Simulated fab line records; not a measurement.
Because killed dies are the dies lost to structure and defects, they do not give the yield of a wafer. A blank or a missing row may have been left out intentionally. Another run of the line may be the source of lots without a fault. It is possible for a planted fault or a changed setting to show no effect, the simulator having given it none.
The same fault as seen by 2 desks / flow gf180mcu / each desk has only its own numbers; what lay behind them comes last

FROM THE METROLOGY DESK
Means of the sampled wafers that have a number, per lot and without regard to the tool the lot ran on: this is what the gauges read. The brackets show how far a lot's mean lies from the usual mean; more than 4 standard deviations puts the lot out of limits, marked OUT.
Columns: A = CONTACT_W_THK at GF_CONTACT_THK_MEAS_26, usual 297 nm
lot=L233; first seen here=day 17 05:13; A=307
lot=L234; first seen here=day 17 21:16; A=298
lot=L235; first seen here=day 18 10:56; A=294
lot=L236; first seen here=day 18 11:59; A=297
lot=L237; first seen here=day 19 19:58; A=292
lot=L240; first seen here=day 20 15:50; A=301
lot=L248; first seen here=day 22 10:57; A=290
lot=L249; first seen here=day 22 19:14; A=292
lot=L250; first seen here=day 22 20:44; A=303
lot=L251; first seen here=day 23 06:28; A=290
lot=L252; first seen here=day 23 13:18; A=299
lot=L253; first seen here=day 23 23:05; A=299
This desk's finding: nothing out of limits on any of the 12 lots.

AT THE TOOL OWNER'S DESK: plasma-asher-02
The tool's own readings at GF_HV_LDD_STRIP_37 (strips in O2/N2): means of the sampled wafers that have a number, for each lot that ran on this tool. The brackets show how far a lot's mean lies from the usual mean; more than 4 standard deviations puts the lot out of limits, marked OUT.
Columns: A = chamber-pressure-mTorr at GF_HV_LDD_STRIP_37, usual 1500.1 mTorr; B = drypump-motor-current-A at GF_HV_LDD_STRIP_37, usual 5.93 A; C = heater-power-w at GF_HV_LDD_STRIP_37, usual 338 W; D = oes-product-au at GF_HV_LDD_STRIP_37, usual 0.715 a.u.; E = platen-temp-c at GF_HV_LDD_STRIP_37, usual 250.01 C; F = strip-time-to-endpoint-s at GF_HV_LDD_STRIP_37, usual 12.637 s
lot=L236; first seen here=day 13 15:45; A=1499.8; B=5.92; C=318; D=0.715; E=249.97; F=12.659
lot=L237; first seen here=day 14 19:08; A=1500.5; B=5.96; C=356; D=0.711; E=249.92; F=12.662
lot=L240; first seen here=day 15 10:42; A=1498.6; B=5.90; C=319; D=0.888 (+39) OUT; E=250.27; F=-
lot=L250; first seen here=day 17 14:48; A=1499.5; B=5.93; C=358; D=0.713; E=250.17; F=12.648
lot=L251; first seen here=day 18 02:17; A=1500.1; B=5.93; C=318; D=0.710; E=250.19; F=12.603
lot=L253; first seen here=day 18 18:54; A=1500.2; B=5.93; C=321; D=0.717; E=249.98; F=12.595
This desk's finding: out of limits on L240; first on L240, day 15 10:42 (oes-product-au at GF_HV_LDD_STRIP_37). In limits: L236, L237, L250, L251, L253.

ALL TOGETHER
The tool owner's desk had the chance to raise an alarm at day 15 10:42 on L240.
Metrology desk: nothing out of limits seen.
The metrology desk holds a record of L240, inside its limits.
Every lot named ran GF_HV_LDD_STRIP_37 on plasma-asher-02.

WHAT THE SIMULATOR PUT IN
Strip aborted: plasma-asher-02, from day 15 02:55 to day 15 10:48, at GF_HV_LDD_STRIP_37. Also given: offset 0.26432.
Shown lots that were struck: L240.
Each desk's first reading out of limits, in hours after the fault started: the tool owner's desk, 8.
